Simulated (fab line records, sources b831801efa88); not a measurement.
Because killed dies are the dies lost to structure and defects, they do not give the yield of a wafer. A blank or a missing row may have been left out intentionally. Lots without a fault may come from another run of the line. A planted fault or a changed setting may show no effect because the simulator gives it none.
Matching of chambers + flow gf180mcu + GF_STI_CMP_25 on cmp-02 has 4 sister chambers
The step polishes, stops on Si3N4, t overpolish 33 s, target thk 524.6 nm. 8 wafers are shown with their chamber, then 7 later ones without.

== WAFERS, EACH WITH ITS CHAMBER ==
| wafer  | chamber | motorCurrentA (A) | slurryFlowMlMin |
|--------|---------|-------------------|-----------------|
| L906.2 | 0       | 13.9              | 149.4           |
| L908.2 | 2       | 11.2              | 149.8           |
| L909.1 | 0       | 14.1              | 149.7           |
| L911.1 | 3       | 13.2              | 149.7           |
| L911.3 | 1       | 11.1              | 149.8           |
| L911.6 | 1       | 11.8              | 149.9           |
| L912.2 | 2       | 11.3              | 149.9           |
| L912.3 | 3       | 11.9              | 149.5           |

== WAFERS WHOSE CHAMBER IS MISSING ==
| wafer  | motorCurrentA (A) | slurryFlowMlMin |
|--------|-------------------|-----------------|
| L912.6 | 10.9              | 150.3           |
| L913.1 | 11.2              | 149.6           |
| L913.4 | 13.6              | 149.7           |
| L913.6 | 12.3              | 150.3           |
| L929.2 | 11.7              | 150.1           |
| L929.5 | 11.8              | 150.9           |
| L929.6 | 10.9              | 149.4           |

== THE CHAMBER EACH PASSED THROUGH ==
| wafer  | from the rows above          | in truth |
|--------|------------------------------|----------|
| L912.6 | can't be placed: 2 or 1      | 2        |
| L913.1 | can't be placed: 2 or 1 or 3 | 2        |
| L913.4 | can't be placed: 0 or 3      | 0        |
| L913.6 | can't be placed: 1 or 2 or 3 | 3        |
| L929.2 | can't be placed: 1 or 2      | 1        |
| L929.5 | can't be placed: 1 or 2 or 3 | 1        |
| L929.6 | can't be placed: 2 or 1 or 3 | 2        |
0 of 7 placed correctly. Not placeable from these rows: 7 (in 7, the candidates include the true chamber). 0 placed wrongly.
How it was worked out, from the rows above alone: a wafer's distance from a chamber is the root of the sum, over the readings, of the square of ((its reading less the chamber's mean) divided by the reading's scatter). The wafer belongs to the nearest chamber; if the next one is less than 2 further off, it can't be placed. For every chamber, the mean is computed from those of its wafers that are shown. How the scatter is found: for the shown wafers, subtract from each reading the mean of its chamber, square and add these, divide the total by (wafers less chambers), then take the root.
